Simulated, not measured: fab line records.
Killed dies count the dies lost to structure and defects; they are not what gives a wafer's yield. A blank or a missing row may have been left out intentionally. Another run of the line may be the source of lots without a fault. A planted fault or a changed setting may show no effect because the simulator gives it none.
fab line records ; flow sky130
record lots=6; wafers=18; lastDay=51
route steps=708 shown POLY_CUT@314 SD_P@320 PAD_OPEN@708
lots that met no fault: from a run of the same line without faults
startH: the number of hours between the record's first day and the start of the first shown wafer of the lot ; waitH: hours elapsed since this lot's preceding step ; " same as the row above ; L1.1+2: a row that stands for several wafers ; - no value, or no start given ; * or withheld: withheld ; < > ~ a bound
route shown NAME@n: NAME is a module with steps in the file, n the number in the route of the first one ; usual: the fault-free wafers' mean and standard deviation ; same: alike in all rows ; chamber/n: place in a boat ; sites: per-site readings ; _std_site: standard deviation of those values ; _edge_site: outer sites' mean less inner sites' ; radiusMm: how far each site lies from the wafer's centre ; mask NAME#n: copy n ; behind: the tool/chamber that last shaped the wafer ; hold: why the lot was held/for how many hours/how that ended ; device: whichever transistor did not switch (one of n, p or np) ; end of line: at the end of the route, the tests of the same wafers ; for a step that has no rows: nothing shown but its recipe ; killed: the dies lost at the first sort to structure and to defects; this is not the yield of the wafer ; map: per-die view of a wafer (x killed, . not killed, _ where there is no die)
set.NAME: the setting the step ran with; set.NAME@STEP: the setting that earlier step ran with ; model.NAME: the simulator's own value behind a step, which no gauge read
a table for each step, a row for each wafer; lots at some steps of the route
services: when a tool's chamber went out of use (startH, in hours from the record's first day, below 0 if earlier), for how many hours, and the reason
## steps
# step SKY_POLY_CUT_DEVELOP_07
# recipe developTimeS=60; resist=KrF-thick; devTempC=21
# step SKY_POLY_CUT_CD_MEAS_08
# recipe targetCdNm=270
# usual cdNm=270.0/1.5
lot.wafer;tool;chamber;startH;waitH;cdNm
L788.4;cdSem-02;-;616.47;-;269.3
L788.5;cdSem-02;-;616.47;-;270.2
L788.6;cdSem-02;-;616.47;-;269.2
L789.2;cdSem-02;-;621.77;-;269.5
L789.5;cdSem-02;-;621.77;-;268.5
L789.6;cdSem-02;-;621.77;-;269.2
L793.1;cdSem-02;-;655.25;-;270.1
L793.3;cdSem-02;-;655.25;-;271.0
L793.6;cdSem-02;-;655.25;-;270.5
L797.2;cdSem-01;-;689.51;-;270.6
L797.3;cdSem-01;-;689.51;-;269.6
L797.4;cdSem-01;-;689.51;-;268.9
L804.2;cdSem-02;-;740.38;-;270.5
L804.5;cdSem-02;-;740.38;-;270.1
L804.6;cdSem-02;-;740.38;-;269.7
L805.2;cdSem-02;-;761.18;-;270.1
L805.3;cdSem-02;-;761.18;-;269.8
L805.4;cdSem-02;-;761.18;-;268.5
# step SKY_POLY_CUT_OVL_MEAS_09
# usual POLY_CUT_OVL=0/5.5
lot.wafer;tool;chamber;startH;waitH;POLY_CUT_OVL[nm]
L788.4;overlay-02;-;616.55;0.1;3
L788.5;overlay-02;-;616.55;0.1;-5
L788.6;overlay-02;-;616.55;0.1;-2
L789.2;overlay-02;-;621.88;0.1;9
L789.5;overlay-02;-;621.88;0.1;-7
L789.6;overlay-02;-;621.88;0.1;8
L793.1;overlay-01;-;655.37;0.1;0
L793.3;overlay-01;-;655.37;0.1;-9
L793.6;overlay-01;-;655.37;0.1;1
L797.2;overlay-01;-;689.62;0.1;-1
L797.3;overlay-01;-;689.62;0.1;0
L797.4;overlay-01;-;689.62;0.1;-4
L804.2;overlay-01;-;740.48;0.1;5
L804.5;overlay-01;-;740.48;0.1;-7
L804.6;overlay-01;-;740.48;0.1;2
L805.2;overlay-02;-;761.28;0.1;-1
L805.3;overlay-02;-;761.28;0.1;2
L805.4;overlay-02;-;761.28;0.1;2
# step SKY_POLY_CUT_ETCH_10
# recipe chemistry=N2/H2; target=BARC; ionEnergyEv=200; sourceW=500; biasW=100; pressureMtorr=30; n2FlowSccm=100; h2FlowSccm=200; stopOn=SiO2; timeS=45.9; targetDepthA=600
# usual chamberPressureMTorr=29.999/0.028; drypumpMotorCurrentA=5.8/0.45; oesProductAu=0.854/0.0053; throttleValvePct=13.225/0.0094
lot.wafer;tool;chamber;startH;waitH;chamberPressureMTorr;drypumpMotorCurrentA;oesProductAu;rfHoursCounterH;throttleValvePct
L788.4;rieDiel-02;0;616.56;0.0;30.034;6.3;0.856;21;13.238
L788.5;rieDiel-02;3;616.56;0.0;29.981;5.3;0.853;-;13.233
L788.6;rieDiel-02;2;616.56;0.0;30.025;6.1;0.852;-;13.227
L789.2;rieDiel-04;1;621.91;0.0;29.957;6.3;0.856;2;13.229
L789.5;rieDiel-04;2;621.91;0.0;29.983;6.4;0.862;-;13.229
L789.6;rieDiel-04;3;621.91;0.0;29.939;6.0;0.868;-;13.213
L793.1;rieDiel-04;3;655.41;0.0;29.996;5.9;0.851;11;13.225
L793.3;rieDiel-04;1;655.41;0.0;30.027;6.3;0.856;2;13.220
L793.6;rieDiel-04;1;655.41;0.0;30.060;6.2;0.852;-;13.227
L797.2;rieDiel-04;0;689.65;0.0;30.008;4.8;0.856;4;13.219
L797.3;rieDiel-04;3;689.65;0.0;30.012;6.0;0.857;12;13.222
L797.4;rieDiel-04;2;689.65;0.0;30.004;6.4;0.863;31;13.226
L804.2;rieDiel-02;1;740.51;0.0;29.986;5.7;0.846;41;13.235
L804.5;rieDiel-02;3;740.51;0.0;30.032;5.3;0.839;-;13.220
L804.6;rieDiel-02;0;740.51;0.0;29.981;6.3;0.850;-;13.210
L805.2;rieDiel-04;1;761.31;0.0;30.008;6.3;0.847;5;13.208
L805.3;rieDiel-04;3;761.31;0.0;30.009;6.0;0.852;13;13.217
L805.4;rieDiel-04;2;761.31;0.0;29.998;6.4;0.855;33;13.209
# step SKY_POLY_CUT_ETCH_11
# recipe target=Si3N4; chemistry=CF4/CH2F2/Ar; stopOn=poly-Si; sourceW=600; biasW=150; pressureMtorr=40; cf4FlowSccm=40; ch2f2FlowSccm=20; Ar_flow_sccm=150; timeS=42.5; targetDepthA=600
# usual cf4FlowSccm=40.00/0.12; chamberPressureMTorr=40.00/0.038; drypumpMotorCurrentA=5.8/0.45; oesProductAu=0.828/0.0069; throttleValvePct=14.994/0.0092
lot.wafer;tool;chamber;startH;waitH;cf4FlowSccm;chamberPressureMTorr;drypumpMotorCurrentA;oesProductAu;rfHoursCounterH;throttleValvePct
L788.4;rieDiel-02;0;616.61;0.0;39.98;39.93;6.3;0.818;21;14.980
L788.5;rieDiel-02;3;616.61;0.0;39.97;39.94;5.3;0.824;-;14.993
L788.6;rieDiel-02;2;616.61;0.0;40.09;40.01;6.1;0.830;-;14.982
L789.2;rieDiel-04;1;621.95;0.0;40.13;40.02;6.2;0.830;2;14.997
L789.5;rieDiel-04;2;621.95;0.0;40.08;39.94;6.4;0.833;-;14.991
L789.6;rieDiel-04;3;621.95;0.0;39.95;39.95;6.0;0.823;-;14.985
L793.1;rieDiel-04;3;655.45;0.0;40.03;40.01;6.0;0.832;11;14.997
L793.3;rieDiel-04;1;655.45;0.0;39.95;39.99;6.2;0.835;2;15.008
L793.6;rieDiel-04;1;655.45;0.0;39.94;39.98;6.2;0.832;-;14.985
L797.2;rieDiel-04;0;689.69;0.0;39.96;39.91;4.8;0.829;4;14.998
L797.3;rieDiel-04;3;689.69;0.0;40.04;40.00;6.0;0.833;12;14.998
L797.4;rieDiel-04;2;689.69;0.0;40.17;40.02;6.4;0.821;31;14.981
L804.2;rieDiel-02;1;740.56;0.0;40.36;39.98;5.7;0.825;41;14.990
L804.5;rieDiel-02;3;740.56;0.0;39.91;40.05;5.3;0.828;-;14.997
L804.6;rieDiel-02;0;740.56;0.0;39.96;39.93;6.3;0.829;-;15.004
L805.2;rieDiel-04;1;761.36;0.0;39.94;40.02;6.2;0.830;5;15.004
L805.3;rieDiel-04;3;761.36;0.0;40.01;39.92;6.0;0.822;13;14.987
L805.4;rieDiel-04;2;761.36;0.0;40.11;40.05;6.4;0.829;33;14.980
# step SKY_POLY_CUT_STRIP_12
# recipe chemistry=O2/N2; powerW=1400; pressureMtorr=1500; platenTempC=withheld; o2FlowSccm=3000; n2FlowSccm=300; overashFraction=0.5
# usual chamberPressureMTorr=1499.9/1.3; drypumpMotorCurrentA=6.0/0.34; oesProductAu=0.452/0.0044; stripTimeToEndpointS=5.352/0.013
lot.wafer;tool;chamber;startH;waitH;chamberPressureMTorr;drypumpMotorCurrentA;oesProductAu;rfHoursCounterH;stripTimeToEndpointS
L788.4;plasmaAsher-04;1;616.68;0.1;1500.7;6.2;0.453;-;5.355
L788.5;plasmaAsher-04;1;616.68;0.1;1498.1;6.2;0.453;-;5.333
L788.6;plasmaAsher-04;0;616.68;0.1;1499.7;6.1;0.451;-;5.352
L789.2;plasmaAsher-01;1;621.99;0.0;1498.6;5.9;0.456;81;5.341
L789.5;plasmaAsher-01;1;621.99;0.0;1499.3;5.9;0.456;-;5.351
L789.6;plasmaAsher-01;0;621.99;0.0;1501.2;6.2;0.448;-;5.361
L793.1;plasmaAsher-04;0;655.49;0.0;1498.5;6.1;0.449;23;5.349
L793.3;plasmaAsher-04;1;655.49;0.0;1499.3;6.3;0.451;-;5.352
L793.6;plasmaAsher-04;0;655.49;0.0;1498.9;6.1;0.456;-;5.365
L797.2;plasmaAsher-01;0;689.73;0.0;1498.4;6.2;0.456;86;5.339
L797.3;plasmaAsher-01;0;689.73;0.0;1498.0;6.2;0.449;-;5.347
L797.4;plasmaAsher-01;1;689.73;0.0;1499.5;5.9;0.449;-;5.358
L804.2;plasmaAsher-04;1;740.60;0.0;1500.6;6.2;0.456;32;5.364
L804.5;plasmaAsher-04;0;740.60;0.0;1501.4;6.1;0.458;-;5.343
L804.6;plasmaAsher-04;1;740.60;0.0;1501.5;6.2;0.464;-;5.347
L805.2;plasmaAsher-02;0;761.40;0.0;1499.5;6.4;0.450;61;5.365
L805.3;plasmaAsher-02;0;761.40;0.0;1498.6;6.3;0.462;-;5.352
L805.4;plasmaAsher-02;1;761.40;0.0;1502.3;5.2;0.454;-;5.355
# step SKY_SD_P_DEHYDRATE_00
# recipe tempC=200; timeS=60
# step SKY_SD_P_HMDS_01
# recipe primeTimeS=60; primeTempC=120
# step SKY_SD_P_COAT_02
# recipe resist=NOVOLAK; spinRpm=3000; resistThkNm=1140
# step SKY_SD_P_SOFTBAKE_03
# recipe tempC=90; timeS=60; resist=NOVOLAK
# step SKY_SD_P_EXPOSE_04
# recipe maskId=PSDM; na=0.6; sourceShape=conventional; sigmaOuter=0.6; polarization=unpolarized; targetCdNm=380; doseMj=138
# step SKY_SD_P_PEB_05
# recipe tempC=withheld; timeS=*; resist=NOVOLAK
# step SKY_SD_P_DEVELOP_06
# recipe resist=NOVOLAK; developer=TMAH; developTimeS=60; devTempC=23
# usual developerTempC=22.99/0.11
lot.wafer;tool;chamber;startH;waitH;developerTempC
L788.4;lithoTrack-01;0;646.28;0.1;22.97
L788.5;lithoTrack-01;0;646.28;0.1;22.89
L788.6;lithoTrack-01;0;646.28;0.1;23.00
L789.2;lithoTrack-02;0;650.22;0.1;22.96
L789.5;lithoTrack-02;0;650.22;0.1;22.99
L789.6;lithoTrack-02;0;650.22;0.1;23.04
L793.1;lithoTrack-01;0;683.55;0.1;20.88
L793.3;lithoTrack-01;0;683.55;0.1;20.81
L793.6;lithoTrack-01;0;683.55;0.1;20.66
L797.2;lithoTrack-01;0;718.13;0.1;20.76
L797.3;lithoTrack-01;0;718.13;0.1;20.80
L797.4;lithoTrack-01;0;718.13;0.1;20.75
L804.2;lithoTrack-04;0;768.18;0.1;23.15
L804.5;lithoTrack-04;0;768.18;0.1;22.89
L804.6;lithoTrack-04;0;768.18;0.1;22.97
L805.2;lithoTrack-01;0;788.88;0.1;23.00
L805.3;lithoTrack-01;0;788.88;0.1;22.97
L805.4;lithoTrack-01;0;788.88;0.1;22.98
# step SKY_SD_P_CD_MEAS_07
# recipe targetCdNm=380
# usual cdNm=378.8/2.1
lot.wafer;tool;chamber;startH;waitH;cdNm
L788.4;cdSem-02;-;646.41;0.1;378.7
L788.5;cdSem-02;-;646.41;0.1;379.2
L788.6;cdSem-02;-;646.41;0.1;381.7
L789.2;cdSem-02;-;650.36;0.1;380.3
L789.5;cdSem-02;-;650.36;0.1;382.2
L789.6;cdSem-02;-;650.36;0.1;382.1
L793.1;cdSem-01;-;683.70;0.1;386.0
L793.3;cdSem-01;-;683.70;0.1;386.1
L793.6;cdSem-01;-;683.70;0.1;387.4
L797.2;cdSem-01;-;718.27;0.1;387.5
L797.3;cdSem-01;-;718.27;0.1;385.2
L797.4;cdSem-01;-;718.27;0.1;384.8
L804.2;cdSem-01;-;768.32;0.1;376.4
L804.5;cdSem-01;-;768.32;0.1;375.3
L804.6;cdSem-01;-;768.32;0.1;376.4
L805.2;cdSem-01;-;789.02;0.1;377.0
L805.3;cdSem-01;-;789.02;0.1;379.3
L805.4;cdSem-01;-;789.02;0.1;379.8
# step SKY_SD_P_OVL_MEAS_08
# usual SD_P_OVL=-0.8/1.5
lot.wafer;tool;chamber;startH;waitH;SD_P_OVL[nm]
L788.4;overlay-01;-;646.49;0.1;-2.3
L788.5;overlay-01;-;646.49;0.1;-1.9
L788.6;overlay-01;-;646.49;0.1;-2.6
L789.2;overlay-01;-;650.47;0.1;-1.8
L789.5;overlay-01;-;650.47;0.1;0.0
L789.6;overlay-01;-;650.47;0.1;-0.9
L793.1;overlay-01;-;683.82;0.1;-1.6
L793.3;overlay-01;-;683.82;0.1;-1.6
L793.6;overlay-01;-;683.82;0.1;-0.1
L797.2;overlay-02;-;718.38;0.1;-1.4
L797.3;overlay-02;-;718.38;0.1;-1.2
L797.4;overlay-02;-;718.38;0.1;0.4
L804.2;overlay-01;-;768.43;0.1;-0.8
L804.5;overlay-01;-;768.43;0.1;0.6
L804.6;overlay-01;-;768.43;0.1;0.6
L805.2;overlay-02;-;789.13;0.1;0.9
L805.3;overlay-02;-;789.13;0.1;-0.3
L805.4;overlay-02;-;789.13;0.1;-1.8
# step SKY_PAD_OPEN_PROBE_99
# usual killed_at_M0_to_M3=43/6.6; killed_at_M4_up=3.4/1.8; killedAtContacts=24/5.7; killedAtFrontEnd=15/4.2; killedAtOther=0.3/0.58; killedDies=86/8; killedOnRim=16/3.9; killedOpen=46/7.2; killedShort=39/5.8
# same grossDies=492; killedAtBackSide=0
lot.wafer;tool;chamber;startH;waitH;killed_at_M0_to_M3;killed_at_M4_up;killedAtContacts;killedAtFrontEnd;killedAtOther;killedDies;killedOnRim;killedOpen;killedShort
L788.4;prober-02;-;1122.43;0.2;38;2;21;13;1;75;20;38;36
L788.5;prober-02;-;1122.48;0.2;43;4;21;18;1;87;17;53;33
L788.6;prober-02;-;1122.53;0.2;49;3;24;13;0;89;20;42;45
L789.2;prober-02;-;1124.93;0.1;44;1;30;13;0;88;22;51;37
L789.5;prober-02;-;1125.08;0.2;56;1;17;8;0;82;12;45;37
L789.6;prober-02;-;1125.13;0.2;44;5;24;15;0;88;22;49;39
L797.2;prober-01;-;1172.67;0.1;36;4;18;10;0;68;14;29;39
L797.4;prober-01;-;1172.77;0.2;41;2;22;17;0;82;18;43;39
# killed by level:class
L788.4 VIA2:geometricParticle:open=7 CONTACT:geometricParticle:open=7 FIELD_ISO:geometricParticle:short=6 VIA3:geometricParticle:open=6 VIA1:geometricParticle:short=5 VIA1:geometricParticle:open=5 METAL2:geometricParticle:short=5 VIA2:geometricParticle:short=4
L788.5 VIA1:geometricParticle:open=15 LI_CONTACT:geometricParticle:open=8 VIA2:geometricParticle:open=7 POLY_GATE:geometricParticle:short=6 VIA3:geometricParticle:open=6 VIA2:geometricParticle:short=5 POLY_GATE:geometricParticle:open=4 LOCAL_INTERCONNECT:geometricParticle:short=4
L788.6 VIA1:geometricParticle:open=10 VIA2:geometricParticle:open=9 VIA1:geometricParticle:short=8 CONTACT:geometricParticle:open=7 METAL2:geometricParticle:short=7 LI_CONTACT:geometricParticle:open=5 LOCAL_INTERCONNECT:geometricParticle:short=5 CONTACT:geometricParticle:short=5
L789.2 VIA1:geometricParticle:open=12 CONTACT:geometricParticle:short=9 CONTACT:geometricParticle:open=9 VIA2:geometricParticle:open=8 LI_CONTACT:geometricParticle:open=7 VIA1:geometricParticle:short=5 METAL2:geometricParticle:short=5 FIELD_ISO:geometricParticle:open=3
L789.5 VIA2:geometricParticle:open=11 VIA1:geometricParticle:open=10 VIA3:geometricParticle:open=10 FIELD_ISO:geometricParticle:short=6 VIA3:geometricParticle:short=5 CONTACT:geometricParticle:open=5 METAL2:geometricParticle:short=5 LOCAL_INTERCONNECT:geometricParticle:short=4
L789.6 VIA1:geometricParticle:open=10 METAL2:geometricParticle:short=9 LI_CONTACT:geometricParticle:open=8 VIA2:geometricParticle:open=8 CONTACT:geometricParticle:open=6 METAL1:geometricParticle:short=6 VIA1:geometricParticle:short=5 FIELD_ISO:geometricParticle:short=4
L797.2 VIA1:geometricParticle:open=9 METAL2:geometricParticle:short=7 VIA2:geometricParticle:short=7 CONTACT:geometricParticle:open=6 LI_CONTACT:geometricParticle:open=5 METAL1:geometricParticle:short=4 METAL4:geometricParticle:short=4 FIELD_ISO:geometricParticle:short=3
L797.4 VIA2:geometricParticle:open=10 VIA1:geometricParticle:open=9 METAL1:geometricParticle:short=6 LOCAL_INTERCONNECT:geometricParticle:short=6 CONTACT:geometricParticle:open=6 FIELD_ISO:geometricParticle:short=5 FIELD_ISO:geometricParticle:open=5 POLY_GATE:geometricParticle:short=4
## services
tool;chamber;startH;hours;kind
plasmaAsher-01;-;618.26;0.8;repair
plasmaAsher-01;-;619.28;1.6;repair
plasmaAsher-01;-;636.11;13.7;repair
plasmaAsher-01;-;668.12;1.2;repair
rieDiel-02;2;683.69;34.9;repair
rieDiel-04;0;693.65;3.2;repair
rieDiel-04;3;701.41;14.0;repair
rieDiel-04;2;705.06;4.3;repair
plasmaAsher-02;-;707.43;2.2;repair
plasmaAsher-01;-;716.65;28.1;pm
plasmaAsher-04;-;773.84;3.5;repair
rieDiel-02;1;783.54;-;clean
rieDiel-02;1;783.54;15.6;scheduledDown
rieDiel-02;1;783.54;15.6;ventCycle
## key
firstSign step=SKY_SD_P_DEVELOP_06; reading=developerTempC; direction=down; sigmas=21; usual=*; struck=*
effect step=SKY_SD_P_CD_MEAS_07; reading=cdNm; direction=up; sigmas=3.5; usual=378.8; struck=386.2; through=controlLoop
metAt SKY_SD_P_DEVELOP_06
struckWafers L793.1,L793.3,L793.6,L797.2,L797.3,L797.4
testerLeftOut L793,L797
loopTrim step=SKY_SD_P_EXPOSE_04; setting=dose; lots=L797
onsetBetween 646.28 683.55
fault kind=processParameterDrift; tool=lithoTrack-01; chamber=-; onsetH=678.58; steps=SKY_SD_P_DEVELOP_06; channel=devTempC; offset=*; shape=step; endH=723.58; actsIn=*; stated=*
# testerLeftOut: of these lots the tester's yield and bins aren't shown, on N5 and GAA mostly nor the transistor test; their killed dies are dies lost to structure and defects alone, not to doping, threshold or leakage, so they don't give the yield
# loopTrim: a control loop set the setting to another value than it would have without faults
